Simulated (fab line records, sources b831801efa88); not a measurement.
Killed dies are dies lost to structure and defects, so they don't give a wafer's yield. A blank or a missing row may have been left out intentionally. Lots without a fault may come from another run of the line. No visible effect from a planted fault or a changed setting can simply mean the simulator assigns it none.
Problem report, 8D (eight disciplines) form, completed by code || flow sky130 || the parts of the form that need people (team, actions taken, sign-off) are left out

## 1. PROBLEM STATEMENT
Wafers without a fault read 2999.7 rpm, standard deviation 1.6; spinSpeedRpm at SKY_RES_XHIGH_COAT_02 reads a mean of 2514.6 rpm on 6 wafers belonging to 2 lots. So: -99 or more standard deviations from the usual mean.
The step: resist thk 1140 nm.
The first sign was on wafer L366.1 at day 28 21:37, on lithoTrack-01. The record holds 36 wafers of 12 lots with a number at this step. The rule behind "out" and "out of limits": a value lying over 4 standard deviations away from the usual mean. The rest of the wafers with a number are treated as sound.

## 2. WHAT IT IS AND WHAT IT IS NOT
{"question": "which readings at this step", "is": "spinSpeedRpm", "is not": "chillPlateTempC, resistLineTempC"}
{"question": "which lots", "is": "L366, L368", "is not": "L360, L362, L367, L374, L376, L377, L378, L380, L381, L382"}
{"question": "which wafers of those lots", "is": "all that have a number", "is not": "-"}
{"question": "read on which tools", "is": "lithoTrack-01", "is not": "lithoTrack-03, lithoTrack-04"}
{"question": "when", "is": "from day 28 21:37", "is not": "up to then (6 sound wafers); but 24 sound wafers of L367, L374, L376, L377, L378, L380, L381, L382 came after"}

## 3. WHAT RULES OUT EACH SUSPECT
Counting: a tool stays on the suspect list if, at a process step up to the reading, it processed all lots that are out and no sound lot following the first of them.
- lithoTrack-01 at SKY_RES_XHIGH_COAT_02 (resist thk 1140 nm): ruled out as a lasting fault. Following L366 (day 28 21:37), the first lot on it that is out, the sound lots L377, L381 were run on it.
Left after counting: nothing in the record.

## 4. THE CAUSE (what the simulator had put in)
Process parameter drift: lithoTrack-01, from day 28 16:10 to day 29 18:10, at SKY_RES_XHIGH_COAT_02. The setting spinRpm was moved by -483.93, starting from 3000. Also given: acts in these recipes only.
Counting ruled it out, wrongly.

## 5. SEQUENCE OF EFFECTS, ordered by route
Each row: a reading where the mean over the struck wafers with a number is more than 3 standard deviations away from the usual. Only readings whose record carries a usual standard deviation are examined. hours: median over the lots of the time between each lot's start at the first step of this table that gives one and its start at this step. sigmas: the change, counted in usual standard deviations.
{"hours": 0, "step": "SKY_RES_XHIGH_COAT_02", "reading": "spinSpeedRpm", "usual": "2999.7 rpm", "on struck wafers": 2514.6, "change": -485.1, "sigmas": "-99 or more"}
{"hours": 14, "step": "SKY_RES_XHIGH_STRIP_08", "reading": "stripTimeToEndpointS", "usual": "14.28 s", "on struck wafers": 15.43, "change": "+1.15", "sigmas": "+31"}
It contains these process steps:
- SKY_RES_XHIGH_COAT_02: resist thk 1140 nm.
- SKY_RES_XHIGH_STRIP_08: strips in O2/N2.
Later steps that measure or inspect, where all struck wafers having a row at the step show a number for every such reading and not one has moved that far: SKY_SD_N_CD_MEAS_07, SKY_SD_N_OVL_MEAS_08.

## 6. WHAT WOULD HAVE CAUGHT IT SOONER
In this record the first reading out of limits was taken at day 28 21:37, 5 hours after the fault began at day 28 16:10.
